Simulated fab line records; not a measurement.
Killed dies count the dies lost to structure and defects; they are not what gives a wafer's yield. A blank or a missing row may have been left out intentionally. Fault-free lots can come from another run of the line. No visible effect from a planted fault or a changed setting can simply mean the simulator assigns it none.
8D (eight disciplines) problem report, filled in by code    flow gf180mcu    the parts of the form that need people (team, actions taken, sign-off) are left out

1. PROBLEM STATEMENT
HV_LDD_RS at GF_HV_LDD_RS_MEAS_53 reads a mean of 426.3 ohm/sq on 1 wafer of 1 lot; wafers without a fault read 418.7 ohm/sq with a standard deviation of 0.97. Relative to the usual mean, that is a shift of +7.8 standard deviations.
The step: measures by four-point-probe.
First seen on wafer L120.2, day 14 15:25, on filmMetro-04. At this step, 38 wafers from 13 lots have a number in the record. Rule for "out", or "out of limits": more than 4 standard deviations from the usual mean. All remaining wafers that have a number are taken as sound.

2. WHAT IT IS AND WHAT IT IS NOT
question                     is                 is not
which readings at this step  HV_LDD_RS          -
which lots                   L120               L113, L114, L115, L127, L128, L130, L131, L132, L133, L134, L135, L136
which wafers of those lots   L120.2             L120.6
read on which gauges         filmMetro-04       filmMetro-01, filmMetro-03
when                         from day 14 15:25  up to then (10 sound wafers); but 27 sound wafers of L127, L128, L130, L131, L132, L133, L134, L135, L136 came after

3. THE SUSPECTS, EACH WITH WHAT RULES IT OUT
Counting: a tool at a process step up to the reading stays a suspect if it ran every lot that is out. Sound lots after the first of them don't rule it out here, since some wafers of a struck lot are sound.
- the gauge at GF_HV_LDD_RS_MEAS_53: kept. All the wafers that are out were read on filmMetro-04, and no step on other tools shows them out.
- implanter-03 at GF_HV_LDD_IMPLANT_09: kept. It ran the lot that is out, L120 (day 11 23:29); its last sound lot up to then is L115 (day 10 12:55).
- plasmaAsher-01 at GF_HV_LDD_STRIP_22 (strips in O2/N2): kept. It ran the lot that is out, L120 (day 12 19:59).
Still standing after the count: implanter-03 at GF_HV_LDD_IMPLANT_09, plasmaAsher-01 at GF_HV_LDD_STRIP_22, filmMetro-04 at GF_HV_LDD_RS_MEAS_53.

4. THE CAUSE (what the simulator had put in)
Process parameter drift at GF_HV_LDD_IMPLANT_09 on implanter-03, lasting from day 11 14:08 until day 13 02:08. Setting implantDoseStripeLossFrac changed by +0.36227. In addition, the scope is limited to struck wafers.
This tool is one of the 3 suspects left after counting.

5. SEQUENCE OF EFFECTS, ordered by route
Rows list readings where the struck wafers' mean (over those with a number) sits beyond 3 standard deviations from the usual. Only readings whose record carries a usual standard deviation are examined. hours: median over the lots of the time between each lot's start at the first step of this table that gives one and its start at this step. sigmas: the change, counted in usual standard deviations.
hours  step                  reading    usual         on struck wafers  change  sigmas
0      GF_HV_LDD_RS_MEAS_53  HV_LDD_RS  418.7 ohm/sq  426.3             +7.6    +7.8

6. HOW IT WOULD HAVE BEEN CAUGHT EARLIER
Counted from the fault's start at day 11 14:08, it took 73 hours until the first out-of-limits reading at a measuring or inspecting step in this record, taken at day 14 15:25.
Each of the lots that are out, 1 in all, had begun GF_HV_LDD_IMPLANT_09 on implanter-03 no later than day 14 15:25. Had the tool been put on hold then, not one of them would have been saved.
